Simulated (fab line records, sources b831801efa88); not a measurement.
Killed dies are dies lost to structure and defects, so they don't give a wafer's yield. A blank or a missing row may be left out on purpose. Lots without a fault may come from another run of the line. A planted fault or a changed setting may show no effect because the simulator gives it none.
Which tool did it? | flow gf180mcu | 14 lots, 42 wafers sampled, at 4 steps of a route of 602

WHAT THE GAUGES READ, wafer by wafer
GF_POLY_GATE_OVL_MEAS_11.
lot  | measured     | on         | POLY_GATE_OVL (nm)
L537 | day 9 11:13  | overlay-02 | 6 -3 5
L538 | day 9 16:38  | overlay-01 | -3 6 -3
L540 | day 10 09:48 | overlay-01 | 10 7 4
L541 | day 10 17:41 | overlay-01 | 11 5 7
L542 | day 11 06:17 | overlay-01 | 2 1 4
L543 | day 11 07:58 | overlay-01 | 0 5 -2
L544 | day 11 18:35 | overlay-02 | 1 0 -6
L545 | day 12 07:28 | overlay-02 | -2 0 2
L546 | day 12 07:42 | overlay-02 | -2 -2 4
L547 | day 12 11:47 | overlay-01 | 4 4 -1
L555 | day 14 23:53 | overlay-02 | -4 -1 -10
L556 | day 15 05:49 | overlay-01 | 3 3 9
L557 | day 15 11:37 | overlay-01 | -9 1 -3
L559 | day 16 08:20 | overlay-01 | -1 1 1

GF_SAB_OVL_MEAS_10.
lot  | measured     | on         | SAB_OVL (nm)
L537 | day 15 10:46 | overlay-01 | -0.8 -0.9 -1.1
L538 | day 15 19:01 | overlay-02 | -1.2 -2.5 0.2
L540 | day 16 13:49 | overlay-01 | 1.4 -1.2 -0.8
L541 | day 17 01:20 | overlay-01 | -0.4 -1.5 0.1
L542 | day 17 14:58 | overlay-01 | -2.7 -1.2 -1.0
L543 | day 17 16:40 | overlay-02 | -2.5 -4.1 -2.2
L544 | day 18 07:46 | overlay-01 | -3.1 -2.5 -3.4
L545 | day 18 23:13 | overlay-02 | -0.6 -1.7 -1.7
L546 | day 19 00:49 | overlay-02 | -0.9 -0.4 -2.0
L547 | day 19 08:05 | overlay-01 | -0.9 1.2 -0.6
L555 | day 22 05:26 | overlay-02 | 2.5 1.6 1.6
L556 | day 22 12:26 | overlay-02 | -0.1 -1.7 -1.1
L557 | day 22 15:12 | overlay-01 | -2.2 -1.7 -3.9
L559 | day 23 13:34 | overlay-02 | -0.3 -1.5 -1.4

WHICH TOOL RAN EACH LOT (tool, then ch and the chambers of the sampled wafers, then the start)
lot  | GF_VT_IMPLANT_STRIP_09               | GF_DUAL_GATE_OXIDATION_15
L537 | plasma_asher-04 ch 0,1, day 5 21:19  | furnace-01 ch 0, day 8 14:38
L538 | plasma_asher-04 ch 0,1, day 6 01:50  | furnace-02 ch 0, day 8 20:02
L540 | plasma_asher-03 ch 0,1, day 6 15:23  | furnace-02 ch 0, day 9 12:57
L541 | plasma_asher-04 ch 0,1, day 6 23:16  | furnace-02 ch 0, day 9 20:50
L542 | plasma_asher-04 ch 0,1, day 7 09:31  | furnace-02 ch 0, day 10 09:07
L543 | plasma_asher-02 ch 0,1, day 7 09:49  | furnace-01 ch 0, day 10 10:33
L544 | plasma_asher-02 ch 0,1, day 7 19:40  | furnace-02 ch 0, day 10 20:31
L545 | plasma_asher-02 ch 0,1, day 8 07:37  | furnace-02 ch 0, day 11 09:08
L546 | plasma_asher-03 ch 0,1, day 8 07:38  | furnace-01 ch 0, day 11 09:30
L547 | plasma_asher-03 ch 0,1, day 8 11:23  | furnace-01 ch 0, day 11 13:23
L555 | plasma_asher-03 ch 0,1, day 10 13:47 | furnace-01 ch 0, day 13 23:34
L556 | plasma_asher-02 ch 0,1, day 10 19:53 | furnace-01 ch 0, day 14 06:40
L557 | plasma_asher-04 ch 0,1, day 11 02:07 | furnace-02 ch 0, day 14 12:04
L559 | plasma_asher-02 ch 0,1, day 11 16:23 | furnace-02 ch 0, day 15 07:27
- GF_VT_IMPLANT_STRIP_09: strips in O2/N2.
- GF_DUAL_GATE_OXIDATION_15: stabilise 600 s, purge 300 s, target thk 7.098 nm.

WHAT THE TOOLS THEMSELVES READ (means of the sampled wafers that have a number; where no wafer has one, the mark that the record gives instead)
GF_VT_IMPLANT_STRIP_09.
lot  | tool            | drypump_motor_current_A (A) | heater_power_w (W) | oes_product_au (a.u.) | strip_time_to_endpoint_s (s)
L537 | plasma_asher-04 | 5.8                         | 328                | 0.717                 | 12.61
L538 | plasma_asher-04 | 5.9                         | 329                | 0.716                 | 12.57
L540 | plasma_asher-03 | 6.5                         | 356                | 0.718                 | 12.68
L541 | plasma_asher-04 | 5.8                         | 330                | 0.720                 | 12.66
L542 | plasma_asher-04 | 5.5                         | 321                | 0.712                 | 12.59
L543 | plasma_asher-02 | 5.9                         | 327                | 0.714                 | 12.60
L544 | plasma_asher-02 | 5.9                         | 310                | 0.714                 | 12.56
L545 | plasma_asher-02 | 5.9                         | 326                | 0.714                 | 12.59
L546 | plasma_asher-03 | 6.5                         | 349                | 0.721                 | 12.59
L547 | plasma_asher-03 | 6.3                         | 302                | 0.712                 | 12.59
L555 | plasma_asher-03 | 6.3                         | 299                | 0.721                 | 12.61
L556 | plasma_asher-02 | 5.9                         | 316                | 0.716                 | 12.65
L557 | plasma_asher-04 | 5.4                         | 325                | 0.717                 | 12.65
L559 | plasma_asher-02 | 6.0                         | 327                | 0.712                 | 12.64

GF_DUAL_GATE_OXIDATION_15.
lot  | tool       | spike_tc_centre_C (C) | spike_tc_upper_C (C) | zone_power_top_pct (%) | zone_power_upper_pct (%)
L537 | furnace-01 | 849.9                 | 847.8                | 35.9                   | 13
L538 | furnace-02 | 851.0                 | 850.3                | 35.3                   | 20
L540 | furnace-02 | 850.4                 | 850.6                | 35.7                   | 20
L541 | furnace-02 | 851.0                 | 850.8                | 35.3                   | 20
L542 | furnace-02 | 849.2                 | 850.6                | 35.5                   | 20
L543 | furnace-01 | 850.3                 | 847.8                | 36.2                   | 13
L544 | furnace-02 | 850.6                 | 850.2                | 35.7                   | 20
L545 | furnace-02 | 849.9                 | 850.6                | 35.4                   | 20
L546 | furnace-01 | 850.6                 | 848.6                | 36.5                   | 13
L547 | furnace-01 | 851.2                 | 847.5                | 36.3                   | 13
L555 | furnace-01 | 853.8                 | 812.7                | 44.7                   | 3
L556 | furnace-01 | 854.0                 | 813.6                | 44.6                   | 3
L557 | furnace-02 | 850.3                 | 850.9                | 34.7                   | 20
L559 | furnace-02 | 849.8                 | 850.2                | 35.7                   | 20

THE ANSWER, worked out from the rows above alone
Rule: what is usual is taken from the lots themselves. Put in order of their means at a reading, lots are off if they are a third of the lots or fewer, leave a main group of 4 or more, and stand apart from it by a gap of 3 or more times the standard deviation of the main group's means; of several such gaps the widest counts. A main group whose means are all the same, to the digits that the tables above print for the reading, isn't used. A lot without any number at a reading at which 4 lots or more have one is off too. The other lots that the step has rows for count as sound. The gauges are gone through in route order, then the tools' own readings, and for those a lot's mean is taken as printed above. The first step at which some lot is off is used, and at that step the reading that is off furthest; a lot without a number counts as furthest.
Off: L555, L556, at GF_DUAL_GATE_OXIDATION_15 (spike_tc_upper_C). The main group: mean 849.7 C, standard deviation 1.3.
A tool fits if, at that step or a process step before it, it ran every lot that is off, and no sound lot after the first of them. One fits: furnace-01 at GF_DUAL_GATE_OXIDATION_15. Its last sound lot is L547 (day 11 13:23), its first lot that is off L555 (day 13 23:34): a fault that began between those two fits.
The tool's own readings at GF_DUAL_GATE_OXIDATION_15 bear it out: on the lots that are off they differ by more than 5 times the standard deviation of the sound lots' means. spike_tc_centre_C reads 853.9 C there against 850.4 C on the sound lots; spike_tc_upper_C reads 813.2 C there against 849.7 C on the sound lots; zone_power_top_pct reads 44.7 % there against 35.7 % on the sound lots.

WHAT THE SIMULATOR HAD PUT IN
Process parameter drift: furnace-01, from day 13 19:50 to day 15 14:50, at GF_DUAL_GATE_OXIDATION_15. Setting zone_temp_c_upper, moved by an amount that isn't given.
Lots struck among those shown: L555, L556. The rule above found the same.
